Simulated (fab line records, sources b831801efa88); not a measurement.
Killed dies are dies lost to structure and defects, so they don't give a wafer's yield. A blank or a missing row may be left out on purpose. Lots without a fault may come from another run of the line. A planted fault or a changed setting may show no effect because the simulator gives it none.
fab line records | flow gf180mcu
record lots=24 wafers=72 last_day=34
route steps=602 shown PSD@258 CONTACT@313 V2@397 V4@477 TOP_METAL@567
lots that met no fault: from a run of the same line without faults
start_h: hours from the record's first day to the start of the lot's first wafer shown | wait_h: hours since the lot's step before | " the same as in the row above | L1.1+2: a row that stands for several wafers | - no value, or no start given | * or withheld: withheld | < > ~ a bound
route shown NAME@n: a module of which the file shows steps, and the number in the route of the first | usual: mean/standard deviation of fault-free wafers | same: alike in all rows | chamber/n: place in a boat | sites: the reading at each site | _std_site: their standard deviation | _edge_site: outer sites' mean less inner sites' | radius_mm: how far each site lies from the wafer's centre | mask NAME#n: copy n | behind: the tool/chamber that last shaped the wafer | hold: why the lot was held/for how many hours/how that ended | device: the transistor (n, p or np) that didn't switch | end of line: the same wafers' tests at the end of the route | a step without rows: its recipe alone | killed: dies lost to structure and defects at the first sort, not the wafer's yield | map: a wafer's dies, x killed, . not, _ none there
set.NAME: the setting as run; set.NAME@STEP: as run at that earlier step | model.NAME: the simulator's own value behind a step, which no gauge read
steps of the route over a sample of lots; a table a step, a row a wafer
services: from which hour (start_h, from the record's first day; less than 0 if before it) a tool's chamber was out of use, for how many hours, and why
## steps
# step GF_PSD_STRIP_10
# recipe chemistry=O2/N2 power_w=1400 pressure_mtorr=1500 platen_temp_c=250 o2_flow_sccm=3000 n2_flow_sccm=300 overash_fraction=0.5
# usual drypump_motor_current_A=5.9/0.42 heater_power_w=348/59 oes_product_au=0.591/0.005 strip_time_to_endpoint_s=16.55/0.034
# same overash_fraction=0.5
# columns lot.wafer tool chamber start_h wait_h drypump_motor_current_A heater_power_w oes_product_au rf_hours_counter_h strip_time_to_endpoint_s
L074.1 plasma_asher-04 1 319.96 0.1 6.2 289 0.587 51 16.63
L074.2 " 0 " " 6.7 335 0.592 51 16.61
L074.6 " 0 " " 6.7 328 0.584 - 16.62
L075.2 plasma_asher-04 0 329.21 0.1 6.7 338 0.584 52 16.60
L075.3 " 0 " " 6.7 325 0.581 - 16.60
L075.4 " 1 " " 6.2 280 0.594 - 16.56
L076.3 plasma_asher-01 1 334.77 0.1 5.4 461 0.582 - 16.56
L076.5 " 1 " " 5.4 448 0.588 - 16.55
L076.6 " 0 " " 5.7 304 0.597 - 16.60
L077.1 plasma_asher-01 1 348.21 0.1 5.4 456 0.595 67 16.50
L077.2 " 0 " " 5.7 309 0.592 67 16.46
L077.3 " 0 " " 5.7 311 0.602 - 16.53
L078.1 plasma_asher-01 1 351.99 0.1 5.4 453 0.591 67 16.57
L078.3 " 0 " " 5.7 313 0.591 - 16.55
L078.5 " 1 " " 5.4 458 0.589 - 16.56
L079.2 plasma_asher-04 1 356.06 0.1 6.2 291 0.594 55 16.54
L079.4 " 0 " " 6.6 340 0.586 - 16.53
L079.6 " 1 " " 6.2 287 0.593 - 16.59
L080.1 plasma_asher-01 0 366.11 0.1 5.7 309 0.592 68 16.57
L080.2 " 1 " " 5.4 465 0.589 68 16.58
L080.3 " 0 " " 5.7 301 0.599 - 16.58
L081.1 plasma_asher-01 1 379.56 0.1 5.4 456 0.588 70 16.59
L081.3 " 1 " " 5.4 441 0.585 - 16.59
L081.5 " 1 " " 5.4 450 0.609 - 16.55
L082.1 plasma_asher-04 1 381.04 0.1 6.2 289 0.593 56 16.55
L082.3 " 1 " " 6.2 285 0.589 - 16.57
L082.5 " 0 " " 6.7 333 0.592 - 16.58
L083.2 plasma_asher-03 1 391.21 0.1 5.8 364 0.599 28 16.52
L083.3 " 0 " " 6.0 328 0.582 - 16.49
L083.4 " 1 " " 5.8 363 0.585 - 16.53
L084.3 plasma_asher-03 1 406.47 0.1 5.8 367 0.595 - 16.54
L084.5 " 0 " " 5.9 318 0.594 - 16.57
L084.6 " 1 " " 5.8 368 0.594 - 16.57
L085.1 plasma_asher-04 0 410.76 0.1 6.7 327 0.585 59 16.57
L085.4 " 1 " " 6.2 280 0.590 - 16.57
L085.6 " 0 " " 6.7 337 0.583 - 16.50
L086.2 plasma_asher-01 0 420.99 0.1 5.7 309 0.590 74 16.55
L086.4 " 1 " " 5.4 464 0.588 - 16.52
L086.5 " 0 " " 5.7 304 0.598 - 16.57
L087.1 plasma_asher-03 0 427.76 0.1 5.9 326 0.585 33 16.52
L087.2 " 1 " " 5.8 361 0.593 33 16.55
L087.3 " 1 " " 5.8 360 0.596 - 16.50
L088.1 plasma_asher-04 1 438.01 0.1 6.2 290 0.592 63 16.54
L088.3 " 0 " " 6.7 337 0.595 - 16.54
L088.4 " 1 " " 6.2 283 0.599 - 16.52
L089.2 plasma_asher-01 0 447.11 0.1 5.7 314 0.590 78 16.54
L089.4 " 1 " " 5.4 445 0.604 - 16.52
L089.6 " 1 " " 5.4 459 0.595 - 16.51
L090.2 plasma_asher-01 1 458.56 0.1 5.4 447 0.597 79 16.56
L090.3 " 1 " " 5.4 446 0.588 - 16.58
L090.6 " 0 " " 5.7 310 0.594 - 16.59
L091.1 plasma_asher-04 0 483.41 0.1 6.7 335 0.589 67 16.52
L091.2 " 1 " " 6.2 289 0.592 67 16.56
L091.3 " 1 " " 6.2 285 0.581 - 16.51
L092.1 plasma_asher-03 0 483.96 0.1 6.0 325 0.588 39 16.56
L092.2 " 1 " " 5.8 357 0.590 39 16.48
L092.5 " 1 " " 5.8 383 0.585 - 16.52
L093.2 plasma_asher-03 0 491.84 0.1 6.0 321 0.589 40 16.60
L093.3 " 0 " " 5.9 326 0.592 - 16.60
L093.6 " 0 " " 5.9 319 0.591 - 16.56
L094.3 plasma_asher-04 0 494.49 0.1 6.7 334 0.601 - 16.54
L094.4 " 1 " " 6.2 290 0.590 - 16.56
L094.6 " 0 " " 6.7 333 0.594 - 16.54
L095.1 plasma_asher-03 1 502.26 0.1 5.8 367 0.589 42 16.54
L095.2 " 0 " " 6.0 315 0.589 42 16.50
L095.3 " 1 " " 5.8 368 0.593 - 16.50
L097.2 plasma_asher-01 0 512.66 0.1 5.7 304 0.600 85 16.54
L097.4 " 0 " " 5.7 307 0.594 - 16.58
L097.6 " 1 " " 5.4 447 0.597 - 16.53
L096.2 plasma_asher-01 1 515.16 0.1 5.4 462 0.590 86 16.53
L096.4 " 1 " " 5.4 453 0.586 - 16.55
L096.5 " 1 " " 5.4 455 0.587 - 16.51
# step GF_CONTACT_THK_MEAS_26
# recipe thk_meas_gauge=xrf reads=W_of_CONTACT_CVD_24
# usual CONTACT_W_THK=313/6.9
# columns lot.wafer tool chamber start_h wait_h CONTACT_W_THK[nm]
L074.1 film_metro-03 - 365.80 0.1 299
L074.2 " - " " 301
L074.6 " - " " 299
L075.2 film_metro-02 - 376.30 0.1 313
L075.3 " - " " 313
L075.4 " - " " 310
L076.3 film_metro-03 - 380.56 0.1 299
L076.5 " - " " 301
L076.6 " - " " 318
L077.1 film_metro-01 - 395.05 0.1 312
L077.2 " - " " 317
L077.3 " - " " 314
L078.1 film_metro-01 - 399.15 0.1 310
L078.3 " - " " 309
L078.5 " - " " 313
L079.2 film_metro-01 - 404.60 0.1 326
L079.4 " - " " 330
L079.6 " - " " 333
L080.1 film_metro-01 - 415.08 0.1 319
L080.2 " - " " 314
L080.3 " - " " 314
L081.1 film_metro-03 - 429.94 0.1 303
L081.3 " - " " 311
L081.5 " - " " 307
L082.1 film_metro-02 - 431.89 0.1 312
L082.3 " - " " 313
L082.5 " - " " 313
L083.2 film_metro-03 - 441.69 0.1 310
L083.3 " - " " 309
L083.4 " - " " 314
L084.3 film_metro-01 - 457.81 0.1 310
L084.5 " - " " 313
L084.6 " - " " 312
L085.1 film_metro-03 - 461.84 0.1 312
L085.4 " - " " 327
L085.6 " - " " 313
L086.2 film_metro-03 - 472.90 0.1 304
L086.4 " - " " 306
L086.5 " - " " 302
L087.1 film_metro-03 - 478.62 0.1 319
L087.2 " - " " 304
L087.3 " - " " 312
L088.1 film_metro-02 - 489.60 0.1 312
L088.3 " - " " 306
L088.4 " - " " 310
L089.2 film_metro-01 - 497.80 0.1 312
L089.4 " - " " 313
L089.6 " - " " 314
L090.2 film_metro-01 - 509.55 0.1 316
L090.3 " - " " 317
L090.6 " - " " 312
L091.1 film_metro-03 - 532.74 0.1 311
L091.2 " - " " 313
L091.3 " - " " 311
L092.1 film_metro-03 - 532.92 0.1 310
L092.2 " - " " 325
L092.5 " - " " 326
L093.2 film_metro-02 - 541.30 0.1 310
L093.3 " - " " 321
L093.6 " - " " 309
L094.3 film_metro-02 - 544.00 0.1 319
L094.4 " - " " 311
L094.6 " - " " 308
L095.1 film_metro-03 - 550.92 0.1 325
L095.2 " - " " 308
L095.3 " - " " 321
L097.2 film_metro-03 - 561.40 0.1 311
L097.4 " - " " 308
L097.6 " - " " 310
L096.2 film_metro-02 - 562.95 0.1 315
L096.4 " - " " 328
L096.5 " - " " 312
# step GF_V2_OVL_MEAS_15
# usual V2_OVL=-4/5.6
# columns lot.wafer tool chamber start_h wait_h V2_OVL[nm]
L074.1 overlay-01 - 465.27 0.1 -5
L074.2 " - " " -9
L074.6 " - " " -7
L075.2 overlay-01 - 476.18 0.1 1
L075.3 " - " " 1
L075.4 " - " " -3
L076.3 overlay-02 - 481.81 0.1 -8
L076.5 " - " " -12
L076.6 " - " " -3
L077.1 overlay-02 - 494.97 0.1 0
L077.2 " - " " 2
L077.3 " - " " 1
L078.1 overlay-01 - 499.95 0.1 -8
L078.3 " - " " -6
L078.5 " - " " 0
L079.2 overlay-02 - 504.98 0.1 1
L079.4 " - " " -2
L079.6 " - " " 0
L080.1 overlay-01 - 515.32 0.1 -8
L080.2 " - " " -4
L080.3 " - " " -11
L081.1 overlay-02 - 530.05 0.1 -4
L081.3 " - " " -1
L081.5 " - " " -1
L082.1 overlay-01 - 532.77 0.1 -9
L082.3 " - " " -6
L082.5 " - " " -3
L083.2 overlay-01 - 541.48 0.1 -3
L083.3 " - " " -4
L083.4 " - " " 0
L084.3 overlay-02 - 556.31 0.1 -7
L084.5 " - " " -6
L084.6 " - " " -15
L085.1 overlay-02 - 559.62 0.1 -10
L085.4 " - " " -19
L085.6 " - " " -7
L086.2 overlay-02 - 570.08 0.1 -6
L086.4 " - " " -1
L086.5 " - " " -3
L087.1 overlay-01 - 575.82 0.1 0
L087.2 " - " " -3
L087.3 " - " " 1
L088.1 overlay-02 - 584.07 0.1 -6
L088.3 " - " " -3
L088.4 " - " " 1
L089.2 overlay-01 - 590.23 0.1 -2
L089.4 " - " " -5
L089.6 " - " " -1
L090.2 overlay-01 - 603.43 0.1 -8
L090.3 " - " " -1
L090.6 " - " " -11
L091.1 overlay-01 - 623.70 0.1 -9
L091.2 " - " " -12
L091.3 " - " " -8
L092.1 overlay-02 - 624.67 0.1 1
L092.2 " - " " 0
L092.5 " - " " -5
L093.2 overlay-01 - 631.75 0.1 2
L093.3 " - " " -1
L093.6 " - " " -2
L094.3 overlay-01 - 634.73 0.1 11
L094.4 " - " " 3
L094.6 " - " " 4
L095.1 overlay-02 - 640.95 0.1 -3
L095.2 " - " " 1
L095.3 " - " " -6
L097.2 overlay-01 - 649.85 0.1 -12
L097.4 " - " " -13
L097.6 " - " " -10
L096.2 overlay-02 - 651.50 0.1 4
L096.4 " - " " 6
L096.5 " - " " -1
# step GF_V2_ETCH_17
# recipe chemistry=C4F8/O2/Ar mask_material=KrF target=SiO2 stop_on=TiN source_w=1500 bias_w=1200 pressure_mtorr=40 c4f8_flow_sccm=withheld O2_flow_sccm=6 Ar_flow_sccm=300 time_s=withheld target_depth_a=6300
# usual oes_product_au=0.856/0.0048
# columns lot.wafer tool chamber start_h wait_h oes_product_au
L074.1 rie_diel-03 1 - - 0.858
L074.2 " 2 " " 0.857
L074.6 " 2 " " 0.855
L075.2 rie_diel-01 3 - - 0.855
L075.3 " 0 " " 0.862
L075.4 " 1 " " 0.859
L076.3 rie_diel-04 3 - - 0.855
L076.5 " 0 " " 0.857
L076.6 " 3 " " 0.856
L077.1 rie_diel-03 1 - - 0.856
L077.2 " 2 " " 0.859
L077.3 " 0 " " 0.856
L078.1 rie_diel-04 0 - - 0.857
L078.3 " 1 " " 0.850
L078.5 " 1 " " 0.857
L079.2 rie_diel-04 0 - - 0.850
L079.4 " 2 " " 0.851
L079.6 " 2 " " 0.857
L080.1 rie_diel-01 0 - - 0.854
L080.2 " 2 " " 0.856
L080.3 " 3 " " 0.862
L081.1 rie_diel-01 1 - - 0.850
L081.3 " 0 " " 0.851
L081.5 " 1 " " 0.857
L082.1 rie_diel-04 2 - - 0.858
L082.3 " 3 " " 0.860
L082.5 " 2 " " 0.853
L083.2 rie_diel-04 2 - - 0.853
L083.3 " 0 " " 0.851
L083.4 " 0 " " 0.864
L084.3 rie_diel-04 0 - - 0.861
L084.5 " 2 " " 0.864
L084.6 " 0 " " 0.860
L085.1 rie_diel-04 3 - - 0.860
L085.4 " 2 " " 0.854
L085.6 " 3 " " 0.862
L086.2 rie_diel-03 2 - - 0.857
L086.4 " 3 " " 0.852
L086.5 " 0 " " 0.847
L087.1 rie_diel-04 2 - - 0.854
L087.2 " 1 " " 0.850
L087.3 " 0 " " 0.848
L088.1 rie_diel-04 1 - - 0.857
L088.3 " 2 " " 0.857
L088.4 " 0 " " 0.856
L089.2 rie_diel-03 1 - - 0.845
L089.4 " 2 " " 0.858
L089.6 " 3 " " 0.861
L090.2 rie_diel-01 1 - - 0.852
L090.3 " 2 " " 0.853
L090.6 " 0 " " 0.857
L091.1 rie_diel-03 3 - - 0.850
L091.2 " 0 " " 0.860
L091.3 " 1 " " 0.855
L092.1 rie_diel-01 1 - - 0.853
L092.2 " 0 " " 0.864
L092.5 " 2 " " 0.857
L093.2 rie_diel-01 0 - - 0.864
L093.3 " 3 " " 0.857
L093.6 " 3 " " 0.850
L094.3 rie_diel-03 0 - - 0.862
L094.4 " 1 " " 0.862
L094.6 " 2 " " 0.846
L095.1 rie_diel-04 1 - - 0.854
L095.2 " 0 " " 0.854
L095.3 " 2 " " 0.855
L097.2 rie_diel-01 1 - - 0.854
L097.4 " 0 " " 0.851
L097.6 " 2 " " 0.857
L096.2 rie_diel-03 3 - - 0.854
L096.4 " 2 " " 0.852
L096.5 " 0 " " 0.862
# step GF_V4_THK_MEAS_01
# recipe reads=SiO2_of_V4_CVD_00
# usual V4_CVD_00_THK=598/8
# columns lot.wafer tool chamber start_h wait_h V4_CVD_00_THK[nm]
L074.1 film_metro-02 - 540.17 0.0 613
L074.2 " - " " 588
L074.6 " - " " 594
L075.2 film_metro-01 - 552.10 0.0 594
L075.3 " - " " 607
L075.4 " - " " 609
L076.3 film_metro-03 - 555.89 0.1 605
L076.5 " - " " 607
L076.6 " - " " 602
L077.1 film_metro-02 - 568.37 0.0 593
L077.2 " - " " 598
L077.3 " - " " 601
L078.1 film_metro-01 - 573.33 0.1 610
L078.3 " - " " 607
L078.5 " - " " 603
L079.2 film_metro-02 - 576.97 0.0 601
L079.4 " - " " 595
L079.6 " - " " 602
L080.1 film_metro-03 - 588.29 0.0 582
L080.2 " - " " 591
L080.3 " - " " 579
L081.1 film_metro-03 - 600.79 0.0 607
L081.3 " - " " 601
L081.5 " - " " 607
L082.1 film_metro-03 - 604.21 0.0 604
L082.3 " - " " 601
L082.5 " - " " 601
L083.2 film_metro-03 - 612.87 0.0 590
L083.3 " - " " 590
L083.4 " - " " 595
L084.3 film_metro-03 - 625.29 0.1 592
L084.5 " - " " 594
L084.6 " - " " 594
L085.1 film_metro-03 - 629.27 0.0 593
L085.4 " - " " 585
L085.6 " - " " 595
L086.2 film_metro-01 - 638.73 0.0 598
L086.4 " - " " 594
L086.5 " - " " 601
L087.1 film_metro-03 - 643.67 0.0 583
L087.2 " - " " 588
L087.3 " - " " 591
L088.1 film_metro-01 - 651.68 0.1 614
L088.3 " - " " 601
L088.4 " - " " 609
L089.2 film_metro-02 - 656.46 0.0 590
L089.4 " - " " 602
L089.6 " - " " 598
L090.2 film_metro-02 - 668.66 0.0 612
L090.3 " - " " 600
L090.6 " - " " 599
L091.1 film_metro-02 - 686.99 0.0 598
L091.2 " - " " 597
L091.3 " - " " 590
L092.1 film_metro-01 - 688.78 0.0 588
L092.2 " - " " 603
L092.5 " - " " 599
L093.2 film_metro-01 - 695.28 0.0 591
L093.3 " - " " 606
L093.6 " - " " 603
L094.3 film_metro-02 - 696.64 0.1 601
L094.4 " - " " 611
L094.6 " - " " 600
L095.1 film_metro-01 - 701.98 0.0 603
L095.2 " - " " 594
L095.3 " - " " 597
L097.2 film_metro-03 - 711.68 0.0 602
L097.4 " - " " 588
L097.6 " - " " 593
L096.2 film_metro-02 - 713.01 0.0 624
L096.4 " - " " 601
L096.5 " - " " 606
# step GF_TOP_METAL_SPUTTER_00
# recipe material=Ti target_thk_nm=37.5 arriving_ion_energy_ev=80 substrate_temp_c=200 chamber_pressure_pa=2 power_w=4000 time_s=150
# usual chamber_pressure_pa=2.000/0.0039 throttle_valve_pct=30.5/1.1
# columns lot.wafer tool chamber start_h wait_h chamber_pressure_pa throttle_valve_pct
L074.1 pvd_sputter-04 - 631.16 0.2 2.002 29.6
L074.2 " - " " 2.003 31.3
L074.6 " - " " 2.005 29.8
L075.2 pvd_sputter-01 - 641.21 0.1 2.006 31.4
L075.3 " - " " 1.997 29.7
L075.4 " - " " 1.996 31.6
L076.3 pvd_sputter-01 - 645.12 0.2 1.996 31.2
L076.5 " - " " 2.003 29.1
L076.6 " - " " 2.002 31.3
L077.1 pvd_sputter-04 - 656.62 0.2 2.006 31.4
L077.2 " - " " 1.997 30.1
L077.3 " - " " 1.994 32.7
L078.1 pvd_sputter-02 - 661.59 0.2 2.000 30.1
L078.3 " - " " 1.999 30.2
L078.5 " - " " 1.999 29.7
L079.2 pvd_sputter-01 - 664.58 0.2 1.995 31.2
L079.4 " - " " 1.997 30.0
L079.6 " - " " 2.001 28.8
L080.1 pvd_sputter-02 - 674.61 0.2 2.006 30.2
L080.2 " - " " 1.991 31.0
L080.3 " - " " 1.995 29.9
L081.1 pvd_sputter-02 - 684.83 0.1 2.007 30.3
L081.3 " - " " 2.005 29.8
L081.5 " - " " 1.998 30.9
L082.1 pvd_sputter-01 - 687.96 0.1 2.003 28.7
L082.3 " - " " 1.994 30.0
L082.5 " - " " 2.003 28.9
L083.2 pvd_sputter-01 - 697.19 0.1 1.993 31.1
L083.3 " - " " 2.005 29.8
L083.4 " - " " 2.004 32.0
L084.3 pvd_sputter-02 - 707.68 0.1 1.996 29.6
L084.5 " - " " 1.995 29.7
L084.6 " - " " 2.000 30.9
L085.1 pvd_sputter-04 - 711.07 0.1 1.994 32.5
L085.4 " - " " 2.000 30.2
L085.6 " - " " 2.004 31.0
L086.2 pvd_sputter-01 - 719.46 0.1 1.997 31.8
L086.4 " - " " 1.991 29.7
L086.5 " - " " 2.002 31.1
L087.1 pvd_sputter-04 - 723.66 0.2 2.003 29.6
L087.2 " - " " 2.000 33.0
L087.3 " - " " 1.998 30.3
L088.1 pvd_sputter-01 - 731.56 0.1 2.008 30.1
L088.3 " - " " 1.999 31.8
L088.4 " - " " 2.003 30.0
L089.2 pvd_sputter-01 - 735.26 0.1 2.001 29.8
L089.4 " - " " 2.001 29.0
L089.6 " - " " 1.998 30.0
L090.2 pvd_sputter-04 - 745.46 0.1 2.003 29.7
L090.3 " - " " 2.001 32.9
L090.6 " - " " 2.003 31.5
L091.1 pvd_sputter-02 - 763.11 0.1 2.002 29.5
L091.2 " - " " 1.995 29.9
L091.3 " - " " 2.009 30.4
L092.1 pvd_sputter-02 - 763.93 0.2 1.993 30.9
L092.2 " - " " 1.996 29.7
L092.5 " - " " 2.003 29.5
L093.2 pvd_sputter-04 - 770.09 0.1 2.001 33.1
L093.3 " - " " 1.998 31.5
L093.6 " - " " 2.003 30.2
L094.3 pvd_sputter-04 - 772.03 0.2 2.001 29.5
L094.4 " - " " 1.998 30.0
L094.6 " - " " 2.002 30.2
L095.1 pvd_sputter-04 - 775.33 0.1 1.993 29.9
L095.2 " - " " 1.999 32.8
L095.3 " - " " 2.003 29.7
L097.2 pvd_sputter-02 - 783.58 0.1 2.005 29.7
L097.4 " - " " 2.000 29.8
L097.6 " - " " 2.009 31.1
L096.2 pvd_sputter-02 - 785.82 0.2 2.003 30.8
L096.4 " - " " 2.000 29.7
L096.5 " - " " 2.000 30.9
## services
# columns tool chamber start_h hours kind
plasma_asher-01 - 341.68 0.9 repair
pvd_sputter-04 - 345.53 10.9 repair
pvd_sputter-04 - 361.27 5.7 repair
plasma_asher-04 - 370.09 10.0 pm
plasma_asher-01 - 398.47 5.5 repair
rie_diel-04 2 407.06 2.1 repair
plasma_asher-04 - 419.06 2.0 repair
pvd_sputter-01 - 426.56 1.4 repair
pvd_sputter-02 - 427.17 1.0 repair
plasma_asher-01 - 476.14 2.5 repair
plasma_asher-04 - 506.56 14.6 pm
rie_diel-04 0 529.30 5.4 repair
plasma_asher-04 - 540.85 28.3 repair
pvd_sputter-02 - 554.99 1.7 repair
pvd_sputter-01 - 563.03 2.9 repair
plasma_asher-01 - 590.36 8.8 pm
pvd_sputter-01 - 618.58 1.8 repair
rie_diel-04 3 651.61 9.5 repair
plasma_asher-01 - 657.55 0.9 repair
rie_diel-04 - 699.15 2.8 pm
plasma_asher-01 - 733.75 9.0 pm
plasma_asher-01 - 734.74 0.4 repair
rie_diel-04 3 740.28 4.3 repair
rie_diel-04 - 740.87 0.7 repair
## key
fault none
